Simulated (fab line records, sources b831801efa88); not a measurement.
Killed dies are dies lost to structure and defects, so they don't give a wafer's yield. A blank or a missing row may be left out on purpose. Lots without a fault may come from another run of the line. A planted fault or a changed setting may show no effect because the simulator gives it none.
fab line records | flow sky130
record lots=13 wafers=39 last_day=50
route steps=708 shown METAL1@449 VIA1@480 METAL2@485 PAD_OPEN@708
lots that met no fault: from a run of the same line without faults
start_h: hours from the record's first day to the start of the lot's first wafer shown | wait_h: hours since the lot's step before | " the same as in the row above | L1.1+2: a row that stands for several wafers | - no value, or no start given | * or withheld: withheld | < > ~ a bound
route shown NAME@n: a module of which the file shows steps, and the number in the route of the first | usual: mean/standard deviation of fault-free wafers | same: alike in all rows | chamber/n: place in a boat | sites: the reading at each site | _std_site: their standard deviation | _edge_site: outer sites' mean less inner sites' | radius_mm: how far each site lies from the wafer's centre | mask NAME#n: copy n | behind: the tool/chamber that last shaped the wafer | hold: why the lot was held/for how many hours/how that ended | device: the transistor (n, p or np) that didn't switch | end of line: the same wafers' tests at the end of the route | a step without rows: its recipe alone | killed: dies lost to structure and defects at the first sort, not the wafer's yield | map: a wafer's dies, x killed, . not, _ none there
set.NAME: the setting as run; set.NAME@STEP: as run at that earlier step | model.NAME: the simulator's own value behind a step, which no gauge read
steps of the route over a sample of lots; a table a step, a row a wafer
services: from which hour (start_h, from the record's first day; less than 0 if before it) a tool's chamber was out of use, for how many hours, and why
## steps
# step SKY_METAL1_CD_MEAS_15
# recipe target_cd_nm=140
# usual cd_nm=139.7/1.2
# columns lot.wafer tool chamber start_h wait_h cd_nm
L805.2 cd_sem-02 - 774.63 - 139.5
L805.4 " - " " 139.1
L805.5 " - " " 139.2
L806.1 cd_sem-02 - 779.05 - 138.1
L806.4 " - " " 137.4
L806.5 " - " " 138.7
L807.1 cd_sem-01 - 787.10 - 139.4
L807.2 " - " " 141.5
L807.5 " - " " 141.3
L809.2 cd_sem-01 - 805.08 - 139.8
L809.3 " - " " 138.0
L809.4 " - " " 138.5
L811.2 cd_sem-01 - 838.83 - 139.7
L811.3 " - " " 140.3
L811.4 " - " " 141.2
L812.4 cd_sem-02 - 855.07 - 138.9
L812.5 " - " " 139.1
L812.6 " - " " 138.7
L813.1 cd_sem-02 - 856.16 - 139.2
L813.2 " - " " 138.5
L813.5 " - " " 140.9
L814.2 cd_sem-02 - 865.27 - 138.9
L814.4 " - " " 138.0
L814.6 " - " " 138.0
L816.1 cd_sem-02 - 878.15 - 142.3
L816.3 " - " " 139.9
L816.5 " - " " 138.7
L817.4 cd_sem-01 - 879.21 - 137.9
L817.5 " - " " 137.1
L817.6 " - " " 137.6
L819.2 cd_sem-01 - 887.82 - 141.5
L819.5 " - " " 141.6
L819.6 " - " " 140.7
L821.3 cd_sem-01 - 892.79 - 138.1
L821.5 " - " " 139.3
L821.6 " - " " 138.0
L825.1 cd_sem-02 - 926.71 - 138.9
L825.3 " - " " 139.3
L825.5 " - " " 138.5
# step SKY_VIA1_RS_MEAS_22
# recipe thk_meas_gauge=four-point-probe reads=W_of_VIA1_CVD_21+TiN_of_VIA1_SPUTTER_20
# usual VIA1_W_RS=0.425/0.0045
# columns lot.wafer tool chamber start_h wait_h VIA1_W_RS[ohm/sq]
L805.2 film_metro-03 - 802.60 0.1 0.423
L805.4 " - " " 0.416
L805.5 " - " " 0.420
L806.1 film_metro-04 - 806.43 0.1 0.425
L806.4 " - " " 0.431
L806.5 " - " " 0.422
L807.1 film_metro-02 - 814.45 0.1 0.426
L807.2 " - " " 0.427
L807.5 " - " " 0.422
L809.2 film_metro-02 - 833.60 0.1 0.435
L809.3 " - " " 0.435
L809.4 " - " " 0.429
L811.2 film_metro-04 - 866.96 0.1 0.424
L811.3 " - " " 0.428
L811.4 " - " " 0.429
L812.4 film_metro-03 - 883.04 0.1 0.426
L812.5 " - " " 0.425
L812.6 " - " " 0.424
L813.1 film_metro-02 - 884.15 0.1 0.423
L813.2 " - " " 0.427
L813.5 " - " " 0.430
L814.2 film_metro-04 - 892.79 0.1 0.422
L814.4 " - " " 0.425
L814.6 " - " " 0.427
L816.1 film_metro-04 - 906.20 0.1 0.423
L816.3 " - " " 0.419
L816.5 " - " " 0.431
L817.4 film_metro-03 - 906.43 0.1 0.426
L817.5 " - " " 0.426
L817.6 " - " " 0.427
L819.2 film_metro-04 - 915.07 0.1 0.429
L819.5 " - " " 0.424
L819.6 " - " " 0.427
L821.3 film_metro-02 - 919.99 0.1 0.416
L821.5 " - " " 0.423
L821.6 " - " " 0.422
L825.1 film_metro-03 - 953.64 0.1 0.421
L825.3 " - " " 0.425
L825.5 " - " " 0.428
# step SKY_METAL2_SPUTTER_02
# recipe material=AlCu target_thk_nm=250 power_w=10600 time_s=13.3 chamber_pressure_pa=0.4
# usual cathode_dc_power_W=10600/2 chamber_pressure_pa=0.4000/0.0012 throttle_valve_pct=29.6/0.79
# columns lot.wafer tool chamber start_h wait_h cathode_dc_power_W chamber_pressure_pa throttle_valve_pct
L805.2 pvd_sputter-04 - 803.11 0.0 10600 0.4001 29.9
L805.4 " - " " 10599 0.3992 31.3
L805.5 " - " " 10597 0.3995 30.1
L806.1 pvd_sputter-01 - 806.96 0.0 10600 0.3986 29.3
L806.4 " - " " 10604 0.4000 28.4
L806.5 " - " " 10599 0.3994 29.5
L807.1 pvd_sputter-03 - 814.98 0.0 10601 0.4005 29.9
L807.2 " - " " 10598 0.3997 30.1
L807.5 " - " " 10601 0.4002 29.0
L809.2 pvd_sputter-01 - 834.10 0.0 10601 0.4008 29.5
L809.3 " - " " 10599 0.3996 30.9
L809.4 " - " " 10599 0.4005 28.9
L811.2 pvd_sputter-03 - 867.47 0.0 10602 0.4012 30.3
L811.3 " - " " 10596 0.4020 29.1
L811.4 " - " " 10599 0.4006 29.6
L812.4 pvd_sputter-04 - 883.51 0.0 10606 0.4019 29.9
L812.5 " - " " 10601 0.4007 31.6
L812.6 " - " " 10599 0.4000 28.3
L813.1 pvd_sputter-04 - 884.68 0.0 10601 0.3999 29.6
L813.2 " - " " 10599 0.3998 28.2
L813.5 " - " " 10600 0.4012 30.0
L814.2 pvd_sputter-03 - 893.30 0.0 10600 0.3991 28.9
L814.4 " - " " 10598 0.4012 29.8
L814.6 " - " " 10602 0.4006 29.9
L816.1 pvd_sputter-04 - 906.73 0.0 10601 0.3987 30.1
L816.3 " - " " 10600 0.3986 30.0
L816.5 " - " " 10601 0.4010 31.3
L817.4 pvd_sputter-03 - 906.90 0.0 10598 0.3983 30.0
L817.5 " - " " 10600 0.3998 29.3
L817.6 " - " " 10600 0.3390 31.7
L819.2 pvd_sputter-01 - 915.88 0.0 10602 0.4003 28.8
L819.5 " - " " 10598 0.3992 30.6
L819.6 " - " " 10600 0.4020 28.7
L821.3 pvd_sputter-03 - 920.47 0.0 10601 0.3392 31.7
L821.5 " - " " 10601 0.3997 29.8
L821.6 " - " " 10596 0.3395 31.6
L825.1 pvd_sputter-01 - 955.28 0.0 10601 0.3999 28.5
L825.3 " - " " 10597 0.3999 29.4
L825.5 " - " " 10601 0.4003 28.7
# step SKY_METAL2_OVL_MEAS_16
# usual METAL2_OVL=-1/5.5
# columns lot.wafer tool chamber start_h wait_h METAL2_OVL[nm]
L805.2 overlay-01 - 829.88 0.1 -5
L805.4 " - " " -5
L805.5 " - " " -1
L806.1 overlay-01 - 833.53 0.1 7
L806.4 " - " " 0
L806.5 " - " " -3
L807.1 overlay-01 - 841.27 0.1 -3
L807.2 " - " " -12
L807.5 " - " " -6
L809.2 overlay-01 - 860.97 0.1 -5
L809.3 " - " " -6
L809.4 " - " " 1
L811.2 overlay-01 - 893.00 0.1 -6
L811.3 " - " " -2
L811.4 " - " " 3
L812.4 overlay-01 - 908.76 0.1 1
L812.5 " - " " 0
L812.6 " - " " 4
L813.1 overlay-02 - 910.38 0.1 -1
L813.2 " - " " 0
L813.5 " - " " 1
L814.2 overlay-02 - 918.43 0.1 -8
L814.4 " - " " -2
L814.6 " - " " -6
L816.1 overlay-01 - 931.74 0.1 3
L816.3 " - " " 15
L816.5 " - " " 2
L817.4 overlay-02 - 931.79 0.1 -1
L817.5 " - " " 4
L817.6 " - " " 5
L819.2 overlay-02 - 940.87 0.1 -7
L819.5 " - " " 0
L819.6 " - " " -6
L821.3 overlay-02 - 946.39 0.1 -4
L821.5 " - " " -2
L821.6 " - " " -3
L825.1 overlay-01 - 978.33 0.1 1
L825.3 " - " " 11
L825.5 " - " " 1
# step SKY_PAD_OPEN_PROBE_99
# usual defect_limited_yield=82.4/1.8 killed_at_M0_to_M3=43/7.8 killed_at_M4_up=3.2/1.7 killed_at_contacts=24/5.2 killed_at_front_end=15/4.5 killed_at_other=0.4/0.65 killed_dies=87/9.1 killed_open=47/7.3 killed_short=40/6.5 sort_bin_3_pad_short=0.9/0.46 sort_bin_5_function=10.4/1.5 sort_bin_6_memory=6.3/1 sort_n_pass=405/9.1 sort_yield_pct=82.4/1.8
# same gross_dies=492 killed_at_back_side=0 sort_bin_4_leakage[%]=0 sort_bin_8_speed[%]=0
# columns lot.wafer tool chamber start_h wait_h defect_limited_yield[%] killed_at_M0_to_M3 killed_at_M4_up killed_at_contacts killed_at_front_end killed_at_other killed_dies killed_open killed_short sort_bin_3_pad_short[%] sort_bin_5_function[%] sort_bin_6_memory[%] sort_n_pass sort_yield_pct[%]
L805.2 prober-01 - 1082.43 0.1 79.9 50 3 32 14 0 99 57 42 0.6 12.4 7.1 393 79.9
L805.4 prober-01 - 1082.53 0.2 84.6 35 3 24 13 1 76 38 38 1.0 9.6 4.9 416 84.6
L805.5 prober-01 - 1082.58 0.2 84.3 32 5 23 17 0 77 37 40 0.4 9.6 5.7 415 84.3
L806.1 prober-02 - 1084.61 0.1 79.9 47 4 32 16 0 99 50 47 1.2 12.6 6.3 393 79.9
L806.4 prober-02 - 1084.76 0.2 84.3 36 2 27 11 1 77 43 33 0.2 7.7 7.7 415 84.3
L806.5 prober-02 - 1084.81 0.2 81.7 50 3 22 14 1 90 51 39 1.6 10.0 6.7 402 81.7
L807.1 prober-01 - 1090.98 0.1 80.5 45 5 29 17 0 96 59 37 1.4 11.0 7.1 396 80.5
L807.2 prober-01 - 1091.03 0.1 81.9 46 4 15 23 1 89 51 38 0.6 9.8 7.7 403 81.9
L807.5 prober-01 - 1091.18 0.2 84.1 40 4 24 10 0 78 47 31 1.4 8.5 5.9 414 84.1
L809.2 prober-01 - 1105.22 0.1 82.9 35 3 25 20 1 84 43 41 1.0 8.9 7.1 408 82.9
L809.3 prober-01 - 1105.27 0.2 80.5 41 2 35 16 2 96 43 53 0.6 12.6 6.3 396 80.5
L809.4 prober-01 - 1105.32 0.2 84.3 34 8 29 6 0 77 37 40 1.2 8.3 6.1 415 84.3
L811.2 prober-01 - 1130.12 0.1 81.5 43 5 28 14 1 91 48 42 1.6 11.4 5.5 401 81.5
L811.3 prober-01 - 1130.17 0.2 80.7 43 4 26 21 1 95 53 41 0.8 12.0 6.5 397 80.7
L811.4 prober-01 - 1130.22 0.2 81.7 49 5 17 19 0 90 41 49 0.6 10.2 7.5 402 81.7
L812.4 prober-02 - 1142.32 0.2 81.1 52 2 26 13 0 93 55 38 0.4 13.2 5.3 399 81.1
L812.5 prober-02 - 1142.37 0.2 79.1 52 3 29 18 1 103 56 46 1.0 13.0 6.9 389 79.1
L812.6 prober-02 - 1142.42 0.2 79.9 56 2 24 17 0 99 42 57 1.0 12.2 6.9 393 79.9
L813.1 prober-01 - 1144.03 0.1 82.1 45 3 21 19 0 88 40 48 2.6 9.6 5.7 404 82.1
L813.2 prober-01 - 1144.08 0.1 81.9 50 5 19 15 0 89 43 46 1.0 9.8 7.3 403 81.9
L813.5 prober-01 - 1144.23 0.2 84.6 36 6 16 17 1 76 39 37 0.8 8.9 5.7 416 84.6
L814.2 prober-02 - 1151.63 0.1 83.1 38 5 27 13 0 83 42 41 0.8 10.0 6.1 409 83.1
L814.4 prober-02 - 1151.73 0.2 85.0 38 3 16 17 0 74 30 44 0.2 9.8 5.1 418 85.0
L814.6 prober-02 - 1151.83 0.2 86.2 37 4 18 8 1 68 36 32 1.2 8.1 4.5 424 86.2
L816.1 prober-02 - 1161.92 0.1 82.3 52 4 20 11 0 87 50 37 1.2 10.0 6.5 405 82.3
L816.3 prober-02 - 1162.02 0.2 83.3 44 8 17 13 0 82 39 43 1.8 9.6 5.3 410 83.3
L816.5 prober-02 - 1162.12 0.2 81.3 47 4 30 11 0 92 42 50 1.0 11.6 6.1 400 81.3
L817.4 prober-01 - 1162.44 0.2 78.3 61 0 27 19 0 107 68 39 0.8 11.8 9.1 385 78.3
L817.5 prober-01 - 1162.49 0.2 83.1 37 3 28 14 1 83 45 38 0.8 10.4 5.7 409 83.1
L817.6 prober-01 - 1162.54 0.2 83.7 38 7 23 11 1 80 38 42 0.6 10.6 5.1 412 83.7
L819.2 prober-01 - 1169.23 0.1 83.5 41 5 24 11 0 81 39 42 1.0 10.2 5.3 411 83.5
L819.5 prober-01 - 1169.38 0.2 79.7 52 1 30 17 0 100 57 43 0.4 12.4 7.5 392 79.7
L819.6 prober-01 - 1169.43 0.2 83.5 47 4 18 12 0 81 46 35 1.0 9.6 5.9 411 83.5
L821.3 prober-02 - 1172.98 0.2 81.3 47 5 27 12 1 92 67 25 0.8 11.2 6.7 400 81.3
L821.5 prober-02 - 1173.08 0.2 81.9 45 2 18 24 0 89 42 47 1.4 9.1 7.5 403 81.9
L821.6 prober-02 - 1173.13 0.2 80.3 43 2 32 20 0 97 50 47 1.4 12.2 6.1 395 80.3
L825.1 prober-01 - 1194.16 0.1 79.7 59 2 23 16 0 100 59 41 1.0 11.0 8.3 392 79.7
L825.3 prober-01 - 1194.26 0.2 83.3 48 2 24 8 0 82 49 33 1.4 8.7 6.5 410 83.3
L825.5 prober-01 - 1194.36 0.2 83.3 49 3 14 16 0 82 45 37 0.6 8.1 7.9 410 83.3
# killed by level:class
L805.2 CONTACT:geometric_particle:open=16 METAL2:geometric_particle:short=12 VIA1:geometric_particle:open=10 VIA3:geometric_particle:open=10 FIELD_ISO:geometric_particle:open=6 LI_CONTACT:geometric_particle:open=5 VIA1:geometric_particle:short=4 LI_CONTACT:geometric_particle:short=4
L805.4 CONTACT:geometric_particle:open=9 VIA3:geometric_particle:open=7 METAL1:geometric_particle:short=6 LI_CONTACT:geometric_particle:open=6 CONTACT:geometric_particle:short=6 FIELD_ISO:geometric_particle:open=5 FIELD_ISO:geometric_particle:short=5 METAL2:geometric_particle:short=5
L805.5 CONTACT:geometric_particle:short=8 VIA2:geometric_particle:open=8 FIELD_ISO:geometric_particle:short=6 CONTACT:geometric_particle:open=6 VIA1:geometric_particle:open=6 FIELD_ISO:geometric_particle:open=5 METAL1:geometric_particle:short=5 VIA1:geometric_particle:short=5
L806.1 CONTACT:geometric_particle:open=10 VIA3:geometric_particle:open=10 LI_CONTACT:geometric_particle:open=9 VIA1:geometric_particle:short=7 VIA1:geometric_particle:open=6 METAL1:geometric_particle:short=6 VIA3:geometric_particle:short=6 POLY_GATE:geometric_particle:short=5
L806.4 LI_CONTACT:geometric_particle:open=8 VIA1:geometric_particle:open=8 VIA3:geometric_particle:open=8 LOCAL_INTERCONNECT:geometric_particle:short=6 CONTACT:geometric_particle:open=6 METAL1:geometric_particle:short=6 VIA2:geometric_particle:open=4 FIELD_ISO:geometric_particle:short=3
L806.5 VIA1:geometric_particle:open=10 CONTACT:geometric_particle:short=7 VIA3:geometric_particle:open=7 METAL1:geometric_particle:short=6 CONTACT:geometric_particle:open=6 VIA2:geometric_particle:open=6 FIELD_ISO:geometric_particle:open=5 POLY_GATE:geometric_particle:open=5
L807.1 CONTACT:geometric_particle:open=11 VIA1:geometric_particle:open=10 VIA2:geometric_particle:open=10 LI_CONTACT:geometric_particle:open=9 VIA1:geometric_particle:short=7 FIELD_ISO:geometric_particle:short=5 METAL1:geometric_particle:open=5 METAL1:geometric_particle:short=5
L807.2 FIELD_ISO:geometric_particle:short=10 VIA3:geometric_particle:open=10 VIA1:geometric_particle:short=8 FIELD_ISO:geometric_particle:open=7 METAL1:geometric_particle:open=7 VIA2:geometric_particle:open=7 CONTACT:geometric_particle:open=5 METAL1:geometric_particle:short=4
L807.5 VIA1:geometric_particle:open=12 LI_CONTACT:geometric_particle:open=10 CONTACT:geometric_particle:open=7 METAL2:geometric_particle:short=7 METAL1:geometric_particle:short=6 VIA3:geometric_particle:open=4 FIELD_ISO:geometric_particle:short=3 CONTACT:geometric_particle:short=3
L809.2 CONTACT:geometric_particle:open=9 LI_CONTACT:geometric_particle:open=7 VIA1:geometric_particle:open=6 FIELD_ISO:geometric_particle:short=5 VIA1:geometric_particle:short=5 VIA2:geometric_particle:short=5 SPACER:geometric_particle:short=4 CONTACT:geometric_particle:short=4
L809.3 CONTACT:geometric_particle:open=10 LOCAL_INTERCONNECT:geometric_particle:short=10 CONTACT:geometric_particle:short=6 LI_CONTACT:geometric_particle:open=6 VIA3:geometric_particle:open=6 POLY_GATE:geometric_particle:short=5 VIA1:geometric_particle:open=5 METAL2:geometric_particle:short=5
L809.4 CONTACT:geometric_particle:open=9 LOCAL_INTERCONNECT:geometric_particle:short=8 LI_CONTACT:geometric_particle:open=7 VIA3:geometric_particle:short=6 VIA1:geometric_particle:short=6 VIA1:geometric_particle:open=5 VIA3:geometric_particle:open=5 CONTACT:geometric_particle:short=4
L811.2 CONTACT:geometric_particle:open=14 VIA1:geometric_particle:open=8 VIA2:geometric_particle:open=7 VIA1:geometric_particle:short=6 FIELD_ISO:geometric_particle:open=5 METAL1:geometric_particle:short=5 CONTACT:geometric_particle:short=5 FIELD_ISO:geometric_particle:short=4
L811.3 CONTACT:geometric_particle:open=11 METAL2:geometric_particle:short=7 VIA1:geometric_particle:open=7 VIA3:geometric_particle:open=7 LI_CONTACT:geometric_particle:open=6 FIELD_ISO:geometric_particle:open=5 POLY_GATE:geometric_particle:open=5 METAL1:geometric_particle:short=5
L811.4 VIA1:geometric_particle:open=9 METAL1:geometric_particle:short=7 FIELD_ISO:geometric_particle:short=6 VIA1:geometric_particle:short=6 METAL2:geometric_particle:short=6 VIA3:geometric_particle:open=6 CONTACT:geometric_particle:short=5 CONTACT:geometric_particle:open=5
L812.4 VIA1:geometric_particle:open=11 VIA3:geometric_particle:open=11 VIA2:geometric_particle:open=7 CONTACT:geometric_particle:short=6 LOCAL_INTERCONNECT:geometric_particle:short=6 CONTACT:geometric_particle:open=6 METAL2:geometric_particle:short=5 LI_CONTACT:geometric_particle:open=5
L812.5 VIA1:geometric_particle:open=11 LI_CONTACT:geometric_particle:open=9 VIA2:geometric_particle:open=9 CONTACT:geometric_particle:open=8 VIA1:geometric_particle:short=7 VIA3:geometric_particle:open=7 CONTACT:geometric_particle:short=6 POLY_GATE:geometric_particle:open=5
L812.6 VIA1:geometric_particle:open=15 METAL2:geometric_particle:short=10 LI_CONTACT:geometric_particle:short=7 METAL1:geometric_particle:short=7 VIA3:geometric_particle:open=6 LOCAL_INTERCONNECT:geometric_particle:short=5 CONTACT:geometric_particle:short=5 VIA2:geometric_particle:open=5
L813.1 VIA3:geometric_particle:open=10 VIA1:geometric_particle:open=9 CONTACT:geometric_particle:open=9 METAL1:geometric_particle:short=9 CONTACT:geometric_particle:short=7 FIELD_ISO:geometric_particle:short=6 POLY_GATE:geometric_particle:short=6 VIA1:geometric_particle:short=4
L813.2 VIA1:geometric_particle:open=13 METAL2:geometric_particle:short=7 LI_CONTACT:geometric_particle:open=6 CONTACT:geometric_particle:open=6 METAL1:geometric_particle:short=6 VIA3:geometric_particle:short=6 VIA3:geometric_particle:open=6 FIELD_ISO:geometric_particle:open=4
L813.5 CONTACT:geometric_particle:open=8 POLY_GATE:geometric_particle:short=6 VIA1:geometric_particle:open=6 VIA3:geometric_particle:open=6 FIELD_ISO:geometric_particle:open=5 VIA2:geometric_particle:short=5 VIA2:geometric_particle:open=5 METAL4:geometric_particle:short=5
L814.2 CONTACT:geometric_particle:open=9 METAL1:geometric_particle:short=6 FIELD_ISO:geometric_particle:short=5 LI_CONTACT:geometric_particle:open=5 VIA2:geometric_particle:open=5 VIA3:geometric_particle:open=5 CONTACT:geometric_particle:short=4 LOCAL_INTERCONNECT:geometric_particle:open=4
L814.4 VIA2:geometric_particle:open=6 METAL1:geometric_particle:short=6 LOCAL_INTERCONNECT:geometric_particle:short=5 CONTACT:geometric_particle:short=5 VIA1:geometric_particle:open=5 VIA1:geometric_particle:short=5 POLY_GATE:geometric_particle:short=4 CONTACT:geometric_particle:open=4
L814.6 METAL2:geometric_particle:short=8 VIA3:geometric_particle:open=7 LI_CONTACT:geometric_particle:open=6 LOCAL_INTERCONNECT:geometric_particle:short=6 VIA2:geometric_particle:open=5 VIA1:geometric_particle:open=5 POLY_GATE:geometric_particle:short=4 POLY_GATE:geometric_particle:open=3
L816.1 LI_CONTACT:geometric_particle:open=11 VIA1:geometric_particle:open=9 VIA1:geometric_particle:short=8 VIA2:geometric_particle:open=7 METAL2:geometric_particle:open=6 METAL1:geometric_particle:short=5 METAL3:geometric_particle:short=5 CONTACT:geometric_particle:open=4
L816.3 VIA3:geometric_particle:open=10 VIA1:geometric_particle:short=7 VIA2:geometric_particle:open=6 LOCAL_INTERCONNECT:geometric_particle:short=6 VIA1:geometric_particle:open=6 METAL4:geometric_particle:short=6 FIELD_ISO:geometric_particle:short=5 CONTACT:geometric_particle:open=5
L816.5 CONTACT:geometric_particle:short=10 VIA1:geometric_particle:short=8 LI_CONTACT:geometric_particle:open=7 VIA2:geometric_particle:open=7 VIA3:geometric_particle:open=7 LOCAL_INTERCONNECT:geometric_particle:short=6 VIA1:geometric_particle:open=6 METAL1:geometric_particle:short=5
L817.4 VIA1:geometric_particle:open=13 CONTACT:geometric_particle:open=11 VIA2:geometric_particle:open=11 VIA3:geometric_particle:open=9 METAL1:geometric_particle:short=8 VIA1:geometric_particle:short=7 FIELD_ISO:geometric_particle:open=6 POLY_GATE:geometric_particle:short=5
L817.5 CONTACT:geometric_particle:open=11 VIA3:geometric_particle:open=8 VIA1:geometric_particle:open=6 METAL1:geometric_particle:short=5 FIELD_ISO:geometric_particle:short=4 LI_CONTACT:geometric_particle:open=4 LOCAL_INTERCONNECT:geometric_particle:short=4 VIA3:geometric_particle:short=4
L817.6 CONTACT:geometric_particle:open=9 CONTACT:geometric_particle:short=8 VIA1:geometric_particle:open=7 VIA3:geometric_particle:open=7 METAL1:geometric_particle:short=5 METAL4:geometric_particle:short=5 VIA1:geometric_particle:short=4 VIA2:geometric_particle:open=4
L819.2 CONTACT:geometric_particle:open=11 VIA1:geometric_particle:open=10 VIA3:geometric_particle:short=7 VIA3:geometric_particle:open=5 LI_CONTACT:geometric_particle:short=5 METAL1:geometric_particle:short=5 METAL2:geometric_particle:short=5 METAL4:geometric_particle:short=5
L819.5 CONTACT:geometric_particle:open=15 VIA1:geometric_particle:open=9 METAL1:geometric_particle:short=8 VIA1:geometric_particle:short=6 LI_CONTACT:geometric_particle:open=6 VIA3:geometric_particle:open=6 POLY_GATE:geometric_particle:short=5 CONTACT:geometric_particle:short=5
L819.6 VIA1:geometric_particle:open=13 CONTACT:geometric_particle:open=8 VIA3:geometric_particle:short=7 VIA1:geometric_particle:short=6 POLY_GATE:geometric_particle:short=5 VIA3:geometric_particle:open=5 VIA2:geometric_particle:open=4 FIELD_ISO:geometric_particle:open=3
L821.3 CONTACT:geometric_particle:open=15 VIA3:geometric_particle:open=12 VIA1:geometric_particle:open=10 VIA2:geometric_particle:open=8 LI_CONTACT:geometric_particle:open=5 METAL4:geometric_particle:short=4 POLY_GATE:geometric_particle:short=4 POLY_GATE:geometric_particle:open=4
L821.5 POLY_GATE:geometric_particle:short=9 POLY_GATE:geometric_particle:open=7 VIA3:geometric_particle:open=7 LI_CONTACT:geometric_particle:open=5 CONTACT:geometric_particle:open=5 METAL1:geometric_particle:short=5 VIA1:geometric_particle:open=5 VIA2:geometric_particle:short=5
L821.6 CONTACT:geometric_particle:open=12 FIELD_ISO:geometric_particle:short=10 LI_CONTACT:geometric_particle:open=10 VIA2:geometric_particle:open=7 POLY_GATE:geometric_particle:open=6 VIA1:geometric_particle:open=6 VIA1:geometric_particle:short=5 METAL1:geometric_particle:short=5
L825.1 VIA1:geometric_particle:open=13 METAL1:geometric_particle:short=11 VIA2:geometric_particle:open=9 LI_CONTACT:geometric_particle:open=8 CONTACT:geometric_particle:open=6 CONTACT:geometric_particle:short=5 VIA1:geometric_particle:short=5 METAL3:geometric_particle:short=5
L825.3 VIA1:geometric_particle:open=12 LI_CONTACT:geometric_particle:open=10 VIA2:geometric_particle:open=8 CONTACT:geometric_particle:open=6 VIA3:geometric_particle:open=6 METAL1:geometric_particle:short=5 POLY_GATE:geometric_particle:short=4 CONTACT:geometric_particle:short=4
L825.5 VIA2:geometric_particle:open=13 METAL1:geometric_particle:short=8 VIA3:geometric_particle:open=6 FIELD_ISO:geometric_particle:open=5 VIA1:geometric_particle:short=5 FIELD_ISO:geometric_particle:short=4 CONTACT:geometric_particle:open=4 VIA1:geometric_particle:open=4
## services
# columns tool chamber start_h hours kind
pvd_sputter-04 - 789.37 1.3 repair
pvd_sputter-03 - 841.88 4.9 repair
pvd_sputter-01 - 867.85 1.5 repair
pvd_sputter-01 - 883.75 1.2 repair
pvd_sputter-04 - 907.88 53.0 repair
## key
first_sign step=SKY_METAL2_SPUTTER_02 reading=chamber_pressure_pa direction=down sigmas=51 usual=0.4000 struck=0.3392
effect step=SKY_METAL2_SPUTTER_02 reading=throttle_valve_pct direction=up sigmas=2.6 usual=29.6 struck=31.7
met_at SKY_METAL2_SPUTTER_02
struck_lots L817,L821
struck_wafers L817.6,L821.3,L821.6
not_acting_at SKY_METAL1_CD_MEAS_15,SKY_VIA1_RS_MEAS_22,SKY_METAL2_OVL_MEAS_16
onset_between 893.30 906.90
fault kind=process_parameter_drift tool=pvd_sputter-03 chamber=- onset_h=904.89 steps=SKY_METAL2_SPUTTER_02 channel=chamber_pressure_pa offset=-0.061572 shape=step end_h=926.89 acts_in=these_recipes_only stated=0.4 scope=struck_wafers_only
